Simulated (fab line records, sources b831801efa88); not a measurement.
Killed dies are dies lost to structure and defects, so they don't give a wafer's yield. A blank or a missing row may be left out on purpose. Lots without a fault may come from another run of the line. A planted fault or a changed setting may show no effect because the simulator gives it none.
fab line records | flow sky130
record lots=5 wafers=15 last_day=48
route steps=708 shown RES_XHIGH@335 SD_N@342 SD_P@359 SALICIDE@361 LI_CONTACT@362
lots that met no fault: from a run of the same line without faults
start_h: hours from the record's first day to the start of the lot's first wafer shown | wait_h: hours since the lot's step before | " the same as in the row above | L1.1+2: a row that stands for several wafers | - no value, or no start given | * or withheld: withheld | < > ~ a bound
route shown NAME@n: a module of which the file shows steps, and the number in the route of the first | usual: mean/standard deviation of fault-free wafers | same: alike in all rows | chamber/n: place in a boat | sites: the reading at each site | _std_site: their standard deviation | _edge_site: outer sites' mean less inner sites' | radius_mm: how far each site lies from the wafer's centre | mask NAME#n: copy n | behind: the tool/chamber that last shaped the wafer | hold: why the lot was held/for how many hours/how that ended | device: the transistor (n, p or np) that didn't switch | end of line: the same wafers' tests at the end of the route | a step without rows: its recipe alone | killed: dies lost to structure and defects at the first sort, not the wafer's yield | map: a wafer's dies, x killed, . not, _ none there
set.NAME: the setting as run; set.NAME@STEP: as run at that earlier step | model.NAME: the simulator's own value behind a step, which no gauge read
lots at some steps of the route; a table a step, a row a wafer
services: from which hour (start_h, from the record's first day; less than 0 if before it) a tool's chamber was out of use, for how many hours, and why
## steps
# step SKY_RES_XHIGH_SOFTBAKE_03
# recipe temp_c=90 time_s=60 resist=NOVOLAK
# usual heater_power_total_W=56.60/0.048
# columns lot.wafer tool chamber start_h wait_h heater_power_total_W
L076.2 litho_track-01 0 611.07 0.1 56.51
L076.4 " 0 " " 56.60
L076.5 " 0 " " 56.61
L077.2 litho_track-03 0 627.72 0.1 56.58
L077.3 " 0 " " 56.70
L077.4 " 0 " " 56.61
L083.1 litho_track-03 0 685.65 0.1 56.62
L083.2 " 0 " " 56.58
L083.6 " 0 " " 56.57
L086.2 litho_track-01 0 702.37 0.1 56.65
L086.3 " 0 " " 56.57
L086.6 " 0 " " 56.64
L088.1 litho_track-01 0 719.55 0.1 56.61
L088.2 " 0 " " 56.60
L088.5 " 0 " " 56.63
# step SKY_RES_XHIGH_EXPOSE_04
# recipe mask_id=URPM na=0.6 source_shape=conventional sigma_outer=0.6 polarization=unpolarized target_cd_nm=1270 dose_mj=140
# columns lot.wafer tool chamber start_h wait_h mask
L076.2+4+5 iline_stepper-02 0 - - URPM#0
L077.2+3+4 iline_stepper-01 0 - - URPM#0
L083.1+2+6 iline_stepper-02 0 - - URPM#0
L086.2+3+6 iline_stepper-02 0 - - URPM#0
L088.1+2+5 iline_stepper-02 0 - - URPM#0
# step SKY_RES_XHIGH_PEB_05
# recipe temp_c=withheld time_s=* resist=NOVOLAK
# columns lot.wafer tool chamber start_h wait_h
L076.2+4+5 litho_track-04 0 - -
L077.2+3+4 litho_track-01 0 - -
L083.1+2+6 litho_track-01 0 - -
L086.2+3+6 litho_track-03 0 - -
L088.1+2+5 litho_track-04 0 - -
# step SKY_RES_XHIGH_DEVELOP_06
# recipe resist=NOVOLAK developer=TMAH develop_time_s=60 dev_temp_c=23
# same develop_time_s=60
# columns lot.wafer tool chamber start_h wait_h
L076.2+4+5 litho_track-04 0 624.47 0.1
L077.2+3+4 litho_track-01 0 643.12 0.1
L083.1+2+6 litho_track-01 0 700.15 0.1
L086.2+3+6 litho_track-03 0 715.37 0.1
L088.1+2+5 litho_track-04 0 732.75 0.1
# step SKY_RES_XHIGH_IMPLANT_07
# recipe species=BF2 energy_kev=20 dose_cm2=3.6e+14 tilt_deg=0
# columns lot.wafer tool chamber start_h wait_h
L076.2+4+5 implanter-04 0 624.62 0.1
L077.2+3+4 implanter-02 0 643.27 0.1
L083.1+2+6 implanter-02 0 700.30 0.1
L086.2+3+6 implanter-02 0 715.52 0.1
L088.1+2+5 implanter-04 0 732.90 0.1
# step SKY_RES_XHIGH_STRIP_08
# recipe chemistry=O2/N2 power_w=1400 pressure_mtorr=1500 platen_temp_c=withheld o2_flow_sccm=3000 n2_flow_sccm=300 overash_fraction=0.5
# usual drypump_motor_current_A=6.0/0.37 oes_product_au=0.711/0.0047 strip_time_to_endpoint_s=14.26/0.04
# same overash_fraction=0.5
# columns lot.wafer tool chamber start_h wait_h drypump_motor_current_A oes_product_au rf_hours_counter_h strip_time_to_endpoint_s
L076.2 plasma_asher-02 1 624.74 0.1 5.6 0.713 20 14.23
L076.4 " 0 " " 6.1 0.712 - 14.20
L076.5 " 1 " " 5.7 0.720 - 14.21
L077.2 plasma_asher-02 0 643.40 0.1 6.0 0.711 21 14.25
L077.3 " 0 " " 6.1 0.713 - 14.33
L077.4 " 1 " " 5.6 0.705 - 14.27
L083.1 plasma_asher-03 1 700.45 0.1 6.1 0.713 93 14.32
L083.2 " 0 " " 5.5 0.706 93 14.34
L083.6 " 1 " " 6.1 0.711 - 14.27
L086.2 plasma_asher-01 0 715.65 0.1 6.7 0.717 62 14.23
L086.3 " 1 " " 5.9 0.714 - 14.25
L086.6 " 1 " " 5.9 0.720 - 14.22
L088.1 plasma_asher-03 1 733.05 0.1 6.1 0.712 97 14.24
L088.2 " 0 " " 5.6 0.710 97 14.20
L088.5 " 1 " " 6.1 0.713 - 14.22
# step SKY_RES_XHIGH_TW_MEAS_09
# usual RES_XHIGH_TW=1646/11
# columns lot.wafer tool chamber start_h wait_h RES_XHIGH_TW
L076.2 film_metro-02 - 624.85 0.1 1665
L076.4 " - " " 1652
L076.5 " - " " 1666
L077.2 film_metro-04 - 643.51 0.1 1626
L077.3 " - " " 1631
L077.4 " - " " 1627
L083.1 film_metro-04 - 700.55 0.1 1639
L083.2 " - " " 1646
L083.6 " - " " 1632
L086.2 film_metro-01 - 715.76 0.1 1653
L086.3 " - " " 1650
L086.6 " - " " 1648
L088.1 film_metro-04 - 733.15 0.1 1631
L088.2 " - " " 1630
L088.5 " - " " 1635
# step SKY_SD_N_DEHYDRATE_00
# recipe temp_c=200 time_s=60
# usual heater_power_total_W=160.39/0.13
# columns lot.wafer tool chamber start_h wait_h heater_power_total_W
L076.2 litho_track-01 0 639.47 14.6 160.60
L076.4 " 0 " " 160.32
L076.5 " 0 " " 160.41
L077.2 litho_track-01 0 656.72 13.2 160.53
L077.3 " 0 " " 160.26
L077.4 " 0 " " 160.34
L083.1 litho_track-02 0 713.01 12.5 160.46
L083.2 " 0 " " 160.43
L083.6 " 0 " " 160.22
L086.2 litho_track-03 0 728.67 12.9 160.29
L086.3 " 0 " " 160.36
L086.6 " 0 " " 160.50
L088.1 litho_track-03 0 746.35 13.2 160.21
L088.2 " 0 " " 160.40
L088.5 " 0 " " 160.21
# step SKY_SD_N_HMDS_01
# recipe prime_time_s=60 prime_temp_c=120
# columns lot.wafer tool chamber start_h wait_h
L076.2+4+5 litho_track-01 0 639.62 0.1
L077.2+3+4 litho_track-01 0 656.87 0.1
L083.1+2+6 litho_track-02 0 713.16 0.1
L086.2+3+6 litho_track-03 0 728.82 0.1
L088.1+2+5 litho_track-03 0 746.50 0.1
# step SKY_SD_N_COAT_02
# recipe resist=NOVOLAK spin_rpm=3000 resist_thk_nm=1140
# columns lot.wafer tool chamber start_h wait_h
L076.2+4+5 litho_track-01 0 639.77 0.1
L077.2+3+4 litho_track-01 0 657.02 0.1
L083.1+2+6 litho_track-02 0 713.31 0.1
L086.2+3+6 litho_track-03 0 728.97 0.1
L088.1+2+5 litho_track-03 0 746.65 0.1
# step SKY_SD_N_SOFTBAKE_03
# recipe temp_c=90 time_s=60 resist=NOVOLAK
# usual heater_power_total_W=56.60/0.048
# columns lot.wafer tool chamber start_h wait_h heater_power_total_W
L076.2 litho_track-01 0 639.92 0.1 56.59
L076.4 " 0 " " 56.46
L076.5 " 0 " " 56.64
L077.2 litho_track-01 0 657.17 0.1 56.63
L077.3 " 0 " " 56.65
L077.4 " 0 " " 56.58
L083.1 litho_track-02 0 713.46 0.1 56.58
L083.2 " 0 " " 56.66
L083.6 " 0 " " 56.62
L086.2 litho_track-03 0 729.12 0.1 56.66
L086.3 " 0 " " 56.67
L086.6 " 0 " " 56.64
L088.1 litho_track-03 0 746.80 0.1 56.53
L088.2 " 0 " " 56.58
L088.5 " 0 " " 56.56
# step SKY_SD_N_EXPOSE_04
# recipe mask_id=NSDM na=0.6 source_shape=conventional sigma_outer=0.6 polarization=unpolarized target_cd_nm=380 dose_mj=141
# columns lot.wafer tool chamber start_h wait_h mask
L076.2+4+5 iline_stepper-01 0 - - NSDM#0
L077.2+3+4 iline_stepper-02 0 - - NSDM#0
L083.1+2+6 iline_stepper-02 0 - - NSDM#0
L086.2+3+6 iline_stepper-01 0 - - NSDM#0
L088.1+2+5 iline_stepper-01 0 - - NSDM#0
# step SKY_SD_N_PEB_05
# recipe temp_c=withheld time_s=* resist=NOVOLAK
# columns lot.wafer tool chamber start_h wait_h
L076.2+4+5 litho_track-03 0 - -
L077.2+3+4 litho_track-01 0 - -
L083.1+2+6 litho_track-01 0 - -
L086.2+3+6 litho_track-01 0 - -
L088.1+2+5 litho_track-01 0 - -
# step SKY_SD_N_DEVELOP_06
# recipe resist=NOVOLAK developer=TMAH develop_time_s=60 dev_temp_c=23
# same develop_time_s=60
# columns lot.wafer tool chamber start_h wait_h
L076.2+4+5 litho_track-03 0 653.97 0.1
L077.2+3+4 litho_track-01 0 671.27 0.1
L083.1+2+6 litho_track-01 0 727.15 0.1
L086.2+3+6 litho_track-01 0 742.77 0.1
L088.1+2+5 litho_track-01 0 760.15 0.1
# step SKY_SD_N_CD_MEAS_07
# recipe target_cd_nm=380
# usual cd_nm=380.2/2.8
# columns lot.wafer tool chamber start_h wait_h cd_nm
L076.2 cd_sem-02 - 654.12 0.1 385.5
L076.4 " - " " 383.0
L076.5 " - " " 383.6
L077.2 cd_sem-02 - 671.42 0.1 380.1
L077.3 " - " " 380.1
L077.4 " - " " 381.3
L083.1 cd_sem-02 - 727.30 0.1 373.1
L083.2 " - " " 375.0
L083.6 " - " " 374.6
L086.2 cd_sem-01 - 742.92 0.1 378.6
L086.3 " - " " 378.1
L086.6 " - " " 378.4
L088.1 cd_sem-01 - 760.30 0.1 380.6
L088.2 " - " " 377.3
L088.5 " - " " 378.9
# step SKY_SD_N_OVL_MEAS_08
# usual SD_N_OVL=0.7/1.4
# columns lot.wafer tool chamber start_h wait_h SD_N_OVL[nm]
L076.2 overlay-01 - 654.22 0.1 1.0
L076.4 " - " " 0.6
L076.5 " - " " 1.3
L077.2 overlay-01 - 671.52 0.1 0.9
L077.3 " - " " 0.1
L077.4 " - " " 1.5
L083.1 overlay-02 - 727.42 0.1 -0.2
L083.2 " - " " -0.6
L083.6 " - " " -1.3
L086.2 overlay-02 - 743.02 0.1 0.3
L086.3 " - " " -0.4
L086.6 " - " " 1.0
L088.1 overlay-02 - 760.42 0.1 1.2
L088.2 " - " " 2.4
L088.5 " - " " 1.8
# step SKY_SD_N_IMPLANT_09
# recipe species=As energy_kev=50 dose_cm2=4e+15 tilt_deg=0
# columns lot.wafer tool chamber start_h wait_h
L076.2+4+5 implanter-02 0 654.28 0.0
L077.2+3+4 implanter-02 0 671.58 0.0
L083.1+2+6 implanter-03 0 727.45 0.0
L086.2+3+6 implanter-01 0 743.08 0.0
L088.1+2+5 implanter-02 0 760.45 0.0
# step SKY_SD_N_IMPLANT_10
# recipe species=P energy_kev=20 dose_cm2=1e+14 tilt_deg=0
# columns lot.wafer tool chamber start_h wait_h
L076.2+4+5 implanter-02 0 654.43 0.1
L077.2+3+4 implanter-02 0 671.73 0.1
L083.1+2+6 implanter-03 0 727.60 0.1
L086.2+3+6 implanter-01 0 743.23 0.1
L088.1+2+5 implanter-02 0 760.60 0.1
# step SKY_SD_N_STRIP_11
# recipe chemistry=O2/N2 power_w=1400 pressure_mtorr=1500 platen_temp_c=withheld o2_flow_sccm=3000 n2_flow_sccm=300 overash_fraction=0.5
# usual drypump_motor_current_A=5.9/0.37 oes_product_au=0.528/0.0043 strip_time_to_endpoint_s=22.55/0.042
# same overash_fraction=0.5
# columns lot.wafer tool chamber start_h wait_h drypump_motor_current_A oes_product_au rf_hours_counter_h strip_time_to_endpoint_s
L076.2 plasma_asher-02 0 654.55 0.1 6.1 0.530 23 22.48
L076.4 " 0 " " 6.1 0.530 - 22.51
L076.5 " 1 " " 5.6 0.526 - 22.50
L077.2 plasma_asher-01 0 671.85 0.1 6.7 0.531 58 22.53
L077.3 " 0 " " 6.7 0.524 - 22.55
L077.4 " 1 " " 5.9 0.531 - 22.50
L083.1 plasma_asher-01 0 727.75 0.1 6.7 0.537 63 22.48
L083.2 " 1 " " 5.9 0.529 63 22.52
L083.6 " 1 " " 5.9 0.524 - 22.51
L086.2 plasma_asher-01 0 743.35 0.1 6.7 0.530 65 22.56
L086.3 " 1 " " 5.9 0.525 - 22.58
L086.6 " 1 " " 5.9 0.527 - 22.55
L088.1 plasma_asher-02 0 760.75 0.1 6.1 0.536 33 22.59
L088.2 " 1 " " 5.6 0.529 33 22.58
L088.5 " 1 " " 5.6 0.533 - 22.62
# step SKY_SD_N_TW_MEAS_12
# usual SD_N_TW=4006/32
# columns lot.wafer tool chamber start_h wait_h SD_N_TW
L076.2 film_metro-04 - 654.66 0.1 3977
L076.4 " - " " 3978
L076.5 " - " " 3975
L077.2 film_metro-02 - 671.96 0.1 4048
L077.3 " - " " 4052
L077.4 " - " " 4043
L083.1 film_metro-04 - 727.85 0.1 3971
L083.2 " - " " 4005
L083.6 " - " " 3980
L086.2 film_metro-01 - 743.46 0.1 3982
L086.3 " - " " 3983
L086.6 " - " " 3977
L088.1 film_metro-04 - 760.85 0.1 3961
L088.2 " - " " 3969
L088.5 " - " " 3971
# step SKY_SD_N_CLEAN_13
# recipe chemistry=SC1/SC2 mix=1:4:20 temp_c=70 time_s=150 dry=n2_spin
# columns lot.wafer tool chamber start_h wait_h
L076.2+4+5 wet_bench-04 3 654.71 0.0
L077.2+3+4 wet_bench-02 3 672.01 0.0
L083.1+2+6 wet_bench-04 1 727.91 0.1
L086.2+3+6 wet_bench-03 0 743.51 0.0
L088.1+2+5 wet_bench-04 2 760.91 0.1
# step SKY_SD_N_RTA_14
# recipe temp_c=1075 time_s=2 idle_temp_c=650 ramp_up_c_per_s=150 ramp_down_c_per_s=90 ambient=N2
# usual lamp_power_pct=15.74/0.056 wafer_temp_C_max=1078.0/1.4
# columns lot.wafer tool chamber start_h wait_h lamp_power_pct wafer_temp_C_max
L076.2 rtp_anneal-01 0 654.78 0.0 15.71 1081.1
L076.4 " 0 " " 15.75 1077.7
L076.5 " 0 " " 15.75 1077.6
L077.2 rtp_anneal-02 0 672.07 0.0 15.77 1079.3
L077.3 " 0 " " 15.63 1077.6
L077.4 " 0 " " 15.72 1078.1
L083.1 rtp_anneal-02 0 727.96 0.0 15.73 1080.5
L083.2 " 0 " " 15.82 1075.7
L083.6 " 0 " " 15.86 1078.9
L086.2 rtp_anneal-01 0 743.57 0.0 15.68 1078.0
L086.3 " 0 " " 15.77 1077.9
L086.6 " 0 " " 15.78 1077.6
L088.1 rtp_anneal-01 0 760.96 0.0 15.68 1078.6
L088.2 " 0 " " 15.84 1077.3
L088.5 " 0 " " 15.73 1078.9
# step SKY_SD_N_RS_MEAS_16
# recipe thk_meas_gauge=four-point-probe
# usual SD_N_RS=68.48/0.13
# columns lot.wafer tool chamber start_h wait_h SD_N_RS[ohm/sq]
L076.2 film_metro-04 - 654.96 0.1 68.48
L076.4 " - " " 68.33
L076.5 " - " " 68.33
L077.2 film_metro-01 - 672.25 0.1 68.44
L077.3 " - " " 68.28
L077.4 " - " " 68.44
L083.1 film_metro-04 - 728.13 0.1 68.35
L083.2 " - " " 68.39
L083.6 " - " " 68.42
L086.2 film_metro-02 - 743.75 0.1 68.67
L086.3 " - " " 68.66
L086.6 " - " " 68.51
L088.1 film_metro-01 - 761.13 0.1 68.36
L088.2 " - " " 68.38
L088.5 " - " " 68.25
# step SKY_SD_N_RS_MEAS_17
# recipe thk_meas_gauge=four-point-probe
# usual SD_P_RS=146.9/0.33
# columns lot.wafer tool chamber start_h wait_h SD_P_RS[ohm/sq]
L076.2 film_metro-04 - 655.08 0.1 146.6
L076.4 " - " " 146.7
L076.5 " - " " 147.2
L077.2 film_metro-01 - 672.37 0.1 146.4
L077.3 " - " " 146.3
L077.4 " - " " 146.7
L083.1 film_metro-04 - 728.25 0.1 147.0
L083.2 " - " " 147.0
L083.6 " - " " 147.1
L086.2 film_metro-02 - 743.87 0.1 147.0
L086.3 " - " " 147.0
L086.6 " - " " 147.1
L088.1 film_metro-01 - 761.25 0.1 146.6
L088.2 " - " " 146.4
L088.5 " - " " 146.2
# step SKY_SD_N_RS_MEAS_18
# recipe thk_meas_gauge=four-point-probe
# usual RES_XHIGH_RS=332.7/1.2
# columns lot.wafer tool chamber start_h wait_h RES_XHIGH_RS[ohm/sq]
L076.2 film_metro-04 - 655.20 0.1 331.4
L076.4 " - " " 330.8
L076.5 " - " " 330.7
L077.2 film_metro-01 - 672.49 0.1 331.7
L077.3 " - " " 332.4
L077.4 " - " " 332.6
L083.1 film_metro-04 - 728.37 0.1 334.1
L083.2 " - " " 332.7
L083.6 " - " " 333.6
L086.2 film_metro-02 - 743.99 0.1 332.0
L086.3 " - " " 333.0
L086.6 " - " " 331.5
L088.1 film_metro-01 - 761.37 0.1 332.0
L088.2 " - " " 332.7
L088.5 " - " " 332.0
# step SKY_SALICIDE_CLEAN_00
# recipe chemistry=HF-last time_s=30 dilution=100:1 dry=ipa_marangoni
# columns lot.wafer tool chamber start_h wait_h
L076.2+4+5 wet_bench-04 3 655.30 0.1
L077.2+3+4 wet_bench-03 2 672.59 0.1
L083.1+2+6 wet_bench-03 2 728.49 0.1
L086.2+3+6 wet_bench-04 1 744.09 0.1
L088.1+2+5 wet_bench-04 0 761.49 0.1
# step SKY_LI_CONTACT_HDPCVD_00
# recipe material=PSG target_thk_nm=930 sigma_open_frac=0.3 time_s=160.9 temp_c=600 sih4_flow_sccm=60 pressure_mtorr=6
# columns lot.wafer tool chamber start_h wait_h
L076.2+4+5 hdpcvd-01 1,2,1 655.32 0.0
L077.2+3+4 hdpcvd-01 1,2,1 672.61 0.0
L083.1+2+6 hdpcvd-01 2,0,1 728.51 0.0
L086.2+3+6 hdpcvd-01 2,1,0 744.11 0.0
L088.1+2+5 hdpcvd-02 2,1,0 761.51 0.0
# step SKY_LI_CONTACT_THK_MEAS_01
# recipe reads=PSG_of_LI_CONTACT_HDPCVD_00
# usual LI_CONTACT_HDPCVD_THK=968/11
# columns lot.wafer tool chamber start_h wait_h LI_CONTACT_HDPCVD_THK[nm]
L076.2 film_metro-01 - 655.43 0.1 968
L076.4 " - " " 981
L076.5 " - " " 961
L077.2 film_metro-02 - 672.72 0.1 960
L077.3 " - " " 979
L077.4 " - " " 962
L083.1 film_metro-02 - 728.61 0.1 963
L083.2 " - " " 952
L083.6 " - " " 942
L086.2 film_metro-01 - 744.22 0.1 969
L086.3 " - " " 960
L086.6 " - " " 957
L088.1 film_metro-02 - 761.61 0.1 962
L088.2 " - " " 961
L088.5 " - " " 968
# step SKY_LI_CONTACT_CMP_02
# recipe material=PSG down_force_psi=4 platen_rpm=60 pad_velocity_m_s=0.94248
# usual motor_current_A=11.3/0.96 platen_rpm=60.00/0.042 retaining_ring_pressure_frac=1.000/0.0048 slurry_flow_ml_min=149.9/0.45 time_to_endpoint_s=36.0/2.5
# columns lot.wafer tool chamber start_h wait_h motor_current_A platen_rpm retaining_ring_pressure_frac slurry_flow_ml_min time_to_endpoint_s
L076.4 cmp-01 0 655.48 0.0 10.9 60.00 0.999 149.7 39.4
L076.2 " 1 " " 9.2 60.01 1.004 150.8 41.7
L076.5 " 1 " " 9.4 60.06 0.998 150.7 39.6
L077.3 cmp-02 1 672.77 0.0 11.8 59.98 1.007 149.6 38.7
L077.4 " 2 " " 11.9 60.02 0.996 150.1 34.4
L077.2 " 0 " " 11.0 59.83 0.994 149.6 34.7
L083.2 cmp-01 1 728.67 0.0 9.7 59.96 1.002 150.2 35.9
L083.1 " 3 " " 11.4 60.01 1.001 149.9 38.2
L083.6 " 1 " " 9.6 60.10 1.004 150.4 36.3
L086.3 cmp-01 2 744.32 0.1 12.6 60.07 1.006 150.0 35.1
L086.2 " 3 " " 10.8 60.03 1.001 149.5 37.1
L086.6 " 2 " " 12.4 59.94 1.003 149.6 30.8
L088.2 cmp-01 3 761.72 0.1 11.4 60.04 0.998 150.7 34.6
L088.1 " 0 " " 10.5 60.00 1.004 150.5 32.8
L088.5 " 2 " " 11.7 60.01 0.996 148.6 32.1
# step SKY_LI_CONTACT_BOW_MEAS_03
# recipe mode=bow
# usual LI_CONTACT_BOW=56/7.1
# columns lot.wafer tool chamber start_h wait_h LI_CONTACT_BOW[um]
L076.2 film_metro-02 - 655.80 0.2 58
L076.4 " - " " 61
L076.5 " - " " 64
L077.2 film_metro-04 - 673.09 0.1 63
L077.3 " - " " 51
L077.4 " - " " 50
L083.1 film_metro-04 - 728.97 0.1 60
L083.2 " - " " 53
L083.6 " - " " 68
L086.2 film_metro-01 - 744.59 0.2 61
L086.3 " - " " 53
L086.6 " - " " 54
L088.1 film_metro-04 - 761.97 0.1 56
L088.2 " - " " 57
L088.5 " - " " 63
# step SKY_LI_CONTACT_DEHYDRATE_04
# recipe temp_c=200 time_s=60
# usual heater_power_total_W=160.37/0.13
# columns lot.wafer tool chamber start_h wait_h heater_power_total_W
L076.2 litho_track-04 0 669.72 13.9 160.57
L076.4 " 0 " " 160.35
L076.5 " 0 " " 160.59
L077.2 litho_track-03 0 686.17 13.1 160.59
L077.3 " 0 " " 160.57
L077.4 " 0 " " 160.23
L083.1 litho_track-02 0 741.66 12.7 160.36
L083.2 " 0 " " 160.16
L083.6 " 0 " " 160.35
L086.2 litho_track-03 0 757.62 13.0 160.33
L086.3 " 0 " " 160.41
L086.6 " 0 " " 160.38
L088.1 litho_track-04 0 774.90 12.9 160.26
L088.2 " 0 " " 160.30
L088.5 " 0 " " 160.18
# step SKY_LI_CONTACT_HMDS_05
# recipe prime_time_s=60 prime_temp_c=120
# columns lot.wafer tool chamber start_h wait_h
L076.2+4+5 litho_track-04 0 669.87 0.1
L077.2+3+4 litho_track-03 0 686.32 0.1
L083.1+2+6 litho_track-02 0 741.81 0.1
L086.2+3+6 litho_track-03 0 757.77 0.1
L088.1+2+5 litho_track-04 0 775.05 0.1
# step SKY_LI_CONTACT_COAT_06
# recipe resist=BARC temp_c=withheld time_s=withheld spin_rpm=3000 resist_thk_nm=60
# columns lot.wafer tool chamber start_h wait_h
L076.2+4+5 litho_track-04 0 670.02 0.1
L077.2+3+4 litho_track-03 0 686.47 0.1
L083.1+2+6 litho_track-02 0 741.96 0.1
L086.2+3+6 litho_track-03 0 757.92 0.1
L088.1+2+5 litho_track-04 0 775.20 0.1
# step SKY_LI_CONTACT_COAT_07
# recipe resist=KrF-thick spin_rpm=3020 resist_thk_nm=450
# columns lot.wafer tool chamber start_h wait_h
L076.2+4+5 litho_track-04 0 - -
L077.2+3+4 litho_track-03 0 - -
L083.1+2+6 litho_track-02 0 - -
L086.2+3+6 litho_track-03 0 - -
L088.1+2+5 litho_track-04 0 - -
# step SKY_LI_CONTACT_SOFTBAKE_08
# recipe temp_c=100 time_s=90 resist=KrF-thick
# usual heater_power_total_W=57.37/0.11
# columns lot.wafer tool chamber start_h wait_h heater_power_total_W
L076.2 litho_track-04 0 - - 57.23
L076.4 " 0 " " 57.27
L076.5 " 0 " " 57.27
L077.2 litho_track-03 0 - - 57.40
L077.3 " 0 " " 57.22
L077.4 " 0 " " 57.37
L083.1 litho_track-02 0 - - 57.34
L083.2 " 0 " " 57.30
L083.6 " 0 " " 57.24
L086.2 litho_track-03 0 - - 57.25
L086.3 " 0 " " 57.46
L086.6 " 0 " " 57.49
L088.1 litho_track-04 0 - - 57.35
L088.2 " 0 " " 57.52
L088.5 " 0 " " 57.37
# step SKY_LI_CONTACT_EXPOSE_09
# recipe mask_id=LICM1 na=0.8 source_shape=annular sigma_inner=0.55 sigma_outer=0.85 target_cd_nm=170 dose_mj=38
# columns lot.wafer tool chamber start_h wait_h mask
L076.2+4+5 krf_scanner-01 0 - - LICM1#0
L077.2+3+4 krf_scanner-01 0 - - LICM1#0
L083.1+2+6 krf_scanner-02 0 - - LICM1#0
L086.2+3+6 krf_scanner-02 0 - - LICM1#0
L088.1+2+5 krf_scanner-01 0 - - LICM1#0
# step SKY_LI_CONTACT_PEB_10
# recipe peb_temp_c=withheld peb_time_s=withheld resist=KrF-thick
# columns lot.wafer tool chamber start_h wait_h
L076.2+4+5 litho_track-02 0 - -
L077.2+3+4 litho_track-02 0 - -
L083.1+2+6 litho_track-04 0 - -
L086.2+3+6 litho_track-04 0 - -
L088.1+2+5 litho_track-02 0 - -
# step SKY_LI_CONTACT_DEVELOP_11
# recipe develop_time_s=60 resist=KrF-thick dev_temp_c=21
# same develop_time_s=60
# columns lot.wafer tool chamber start_h wait_h
L076.2+4+5 litho_track-02 0 - -
L077.2+3+4 litho_track-02 0 - -
L083.1+2+6 litho_track-04 0 - -
L086.2+3+6 litho_track-04 0 - -
L088.1+2+5 litho_track-02 0 - -
# step SKY_LI_CONTACT_CD_MEAS_12
# recipe target_cd_nm=170
# usual cd_nm=170.3/1.3
# columns lot.wafer tool chamber start_h wait_h cd_nm
L076.2 cd_sem-01 - 683.88 - 171.0
L076.4 " - " " 170.2
L076.5 " - " " 169.7
L077.2 cd_sem-02 - 701.03 - 170.3
L077.3 " - " " 171.2
L077.4 " - " " 170.8
L083.1 cd_sem-01 - 756.35 - 171.6
L083.2 " - " " 171.8
L083.6 " - " " 170.9
L086.2 cd_sem-02 - 771.67 - 171.3
L086.3 " - " " 169.6
L086.6 " - " " 169.4
L088.1 cd_sem-01 - 789.26 - 171.9
L088.2 " - " " 170.1
L088.5 " - " " 170.9
# step SKY_LI_CONTACT_OVL_MEAS_13
# usual LI_CONTACT_OVL=2/5.8
# columns lot.wafer tool chamber start_h wait_h LI_CONTACT_OVL[nm]
L076.2 overlay-01 - 683.99 0.1 -10
L076.4 " - " " 2
L076.5 " - " " 2
L077.2 overlay-02 - 701.14 0.1 -6
L077.3 " - " " -4
L077.4 " - " " -1
L083.1 overlay-02 - 756.47 0.1 1
L083.2 " - " " 3
L083.6 " - " " -1
L086.2 overlay-02 - 771.77 0.1 11
L086.3 " - " " 8
L086.6 " - " " 6
L088.1 overlay-02 - 789.38 0.1 5
L088.2 " - " " 7
L088.5 " - " " 5
# step SKY_LI_CONTACT_ETCH_14
# recipe chemistry=N2/H2 target=BARC ion_energy_ev=200 source_w=500 bias_w=100 pressure_mtorr=30 n2_flow_sccm=100 h2_flow_sccm=200 stop_on=SiO2 time_s=45.9 target_depth_a=600
# usual drypump_motor_current_A=5.8/0.45 oes_product_au=0.854/0.0048 throttle_valve_pct=13.224/0.0088
# columns lot.wafer tool chamber start_h wait_h drypump_motor_current_A oes_product_au rf_hours_counter_h throttle_valve_pct
L076.2 rie_diel-01 3 684.02 0.0 5.4 0.860 4 13.219
L076.4 " 2 " " 6.0 0.854 4 13.231
L076.5 " 2 " " 6.0 0.854 - 13.242
L077.2 rie_diel-03 3 701.17 0.0 6.6 0.851 8 13.217
L077.3 " 2 " " 6.3 0.860 14 13.215
L077.4 " 1 " " 5.5 0.855 21 13.213
L083.1 rie_diel-02 3 756.50 0.0 5.7 0.854 9 13.222
L083.2 " 2 " " 5.2 0.852 8 13.234
L083.6 " 3 " " 5.7 0.845 - 13.225
L086.2 rie_diel-03 2 771.80 0.0 6.3 0.853 15 13.217
L086.3 " 0 " " 5.9 0.857 3 13.224
L086.6 " 1 " " 5.5 0.856 - 13.228
L088.1 rie_diel-02 2 789.42 0.0 5.2 0.853 8 13.213
L088.2 " 0 " " 6.0 0.847 1 13.209
L088.5 " 2 " " 5.2 0.855 - 13.218
# step SKY_LI_CONTACT_ETCH_15
# recipe target=PSG chemistry=C4F8/O2/Ar stop_on=Si taper_deg=4.15 mask_material=KrF-thick source_w=1500 bias_w=1200 pressure_mtorr=40 c4f8_flow_sccm=withheld O2_flow_sccm=6 Ar_flow_sccm=300 time_s=withheld target_depth_a=6000
# usual oes_product_au=0.837/0.0046
# columns lot.wafer tool chamber start_h wait_h oes_product_au
L076.2 rie_diel-01 3 684.06 0.0 0.839
L076.4 " 2 " " 0.835
L076.5 " 2 " " 0.848
L077.2 rie_diel-03 3 701.21 0.0 0.838
L077.3 " 2 " " 0.837
L077.4 " 1 " " 0.844
L083.1 rie_diel-02 3 756.54 0.0 0.840
L083.2 " 2 " " 0.841
L083.6 " 3 " " 0.840
L086.2 rie_diel-03 2 771.84 0.0 0.837
L086.3 " 0 " " 0.836
L086.6 " 1 " " 0.836
L088.1 rie_diel-02 2 789.46 0.0 0.835
L088.2 " 0 " " 0.835
L088.5 " 2 " " 0.831
## services
# columns tool chamber start_h hours kind
cmp-01 - 593.44 3.4 repair
plasma_asher-02 - 597.75 2.9 repair
rie_diel-02 - 600.12 2.8 pm
hdpcvd-01 - 604.62 0.5 repair
iline_stepper-01 - 616.08 1.7 pm
cmp-01 - 616.31 1.3 repair
wet_bench-04 - 621.76 1.9 repair
iline_stepper-02 - 624.33 5.2 repair
rie_diel-02 0 635.52 4.0 repair
rie_diel-02 - 642.81 1.0 repair
implanter-02 - 657.37 6.4 repair
implanter-02 - 665.30 2.6 repair
rie_diel-02 1 668.22 2.1 repair
rie_diel-03 - 668.60 0.8 repair
rie_diel-03 - 672.44 2.8 pm
rie_diel-03 0 687.22 4.3 repair
iline_stepper-02 - 689.67 1.7 pm
plasma_asher-02 - 691.95 2.8 pm
iline_stepper-01 - 712.61 4.4 pm
plasma_asher-01 - 722.43 4.6 repair
iline_stepper-02 - 723.42 9.9 repair
cmp-01 - 740.62 1.4 repair
iline_stepper-02 - 752.97 8.9 pm
wet_bench-04 - 772.12 3.6 repair
## key
fault none
